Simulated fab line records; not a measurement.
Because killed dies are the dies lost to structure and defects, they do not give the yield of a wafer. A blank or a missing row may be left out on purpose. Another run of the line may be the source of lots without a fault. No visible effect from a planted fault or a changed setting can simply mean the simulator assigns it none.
Matching of chambers -- flow gf180mcu -- 4 sister chambers for GF_V3_CMP_26 on cmp-01
The step polishes, stops on SiO2, t overpolish 15 s, target thk 0 nm. 8 wafers are shown with their chamber, then 8 later ones without.

== WAFERS WITH THEIR CHAMBER ==
wafer,chamber,motorCurrentA (A),timeToEndpointS (s)
L076.3,0,10.4,83
L078.6,0,10.2,82
L082.1,3,12.0,83
L082.5,1,10.2,86
L083.2,3,11.8,83
L083.3,2,11.6,85
L083.5,2,11.3,85
L090.2,1,11.0,84

== WAFERS WITH NO CHAMBER GIVEN ==
wafer,motorCurrentA (A),timeToEndpointS (s)
L090.3,11.6,80
L090.6,11.8,82
L093.2,10.6,81
L093.3,11.6,84
L093.4,10.9,82
L096.1,11.5,85
L096.2,11.1,86
L096.3,11.1,82

== WHICH CHAMBER EACH ONE RAN IN ==
wafer,from the rows above,in truth
L090.3,can't be placed: 3 or 0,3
L090.6,3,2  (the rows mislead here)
L093.2,0,0
L093.3,can't be placed: 2 or 3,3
L093.4,can't be placed: 0 or 3 or 1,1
L096.1,2,2
L096.2,can't be placed: 2 or 1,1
L096.3,can't be placed: 0 or 3 or 2 or 1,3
2 of 8 placed correctly. Can't be placed from these rows: 5 (the true chamber is among the candidates in 5). Number placed wrongly: 1.
How it was worked out, from the rows above alone: a wafer's distance from a chamber is the root of the sum, over the readings, of the square of ((its reading less the chamber's mean) divided by the reading's scatter). The wafer belongs to the nearest chamber; if the next one is less than 2 further off, it can't be placed. For every chamber, the mean is computed from those of its wafers that are shown. The scatter is the square root of a quotient: the sum, over the shown wafers, of each reading's squared deviation from its chamber's mean, divided by wafers minus chambers.
